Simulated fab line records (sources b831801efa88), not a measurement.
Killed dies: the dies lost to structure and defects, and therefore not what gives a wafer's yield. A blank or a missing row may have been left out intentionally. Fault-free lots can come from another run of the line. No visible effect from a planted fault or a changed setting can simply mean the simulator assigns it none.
Which tool did it? | flow gf180mcu | route of 602 steps, sampled at 1 step: 7 lots, 20 wafers

WHAT THE GAUGES SHOWED, per wafer
GF_NSD_TW_MEAS_12.
lot  | measured     | on           | NSD_TW
L328 | day 13 13:35 | filmMetro-02 | 4294 4274 4279
L330 | day 14 15:07 | filmMetro-03 | 4208 4213 4234
L332 | day 15 06:55 | filmMetro-02 | 4268 4305 4269
L336 | day 16 14:04 | filmMetro-03 | 4245 4255 4250
L338 | day 17 11:31 | filmMetro-02 | 4278 4274 4271
L340 | day 18 00:58 | filmMetro-03 | 4213 4252 4254
L346 | day 19 22:02 | filmMetro-03 | 4246 4226

TOOL THAT RAN EACH LOT (tool first, then ch and the chambers of the sampled wafers, then the start)
Record: no process step prior to these readings.

THE ANSWER, worked out from the rows above alone
Rule: what is usual is taken from the lots themselves. The widest of any qualifying gaps counts: lots, ordered by their means at a reading, are off when they make up no more than a third of the lots, leave a main group of 4 or more, and stand apart from it by 3 or more times the standard deviation of that group's means. The tables above print the reading to a certain number of digits; a main group whose means all agree to those digits is not used. A lot without any number at a reading at which 4 lots or more have one is off too. Any other lot the step has rows for is counted as sound.
Across all readings shown, no lot is off: no conclusion can be drawn from this.

WHAT THE SIMULATOR PUT IN
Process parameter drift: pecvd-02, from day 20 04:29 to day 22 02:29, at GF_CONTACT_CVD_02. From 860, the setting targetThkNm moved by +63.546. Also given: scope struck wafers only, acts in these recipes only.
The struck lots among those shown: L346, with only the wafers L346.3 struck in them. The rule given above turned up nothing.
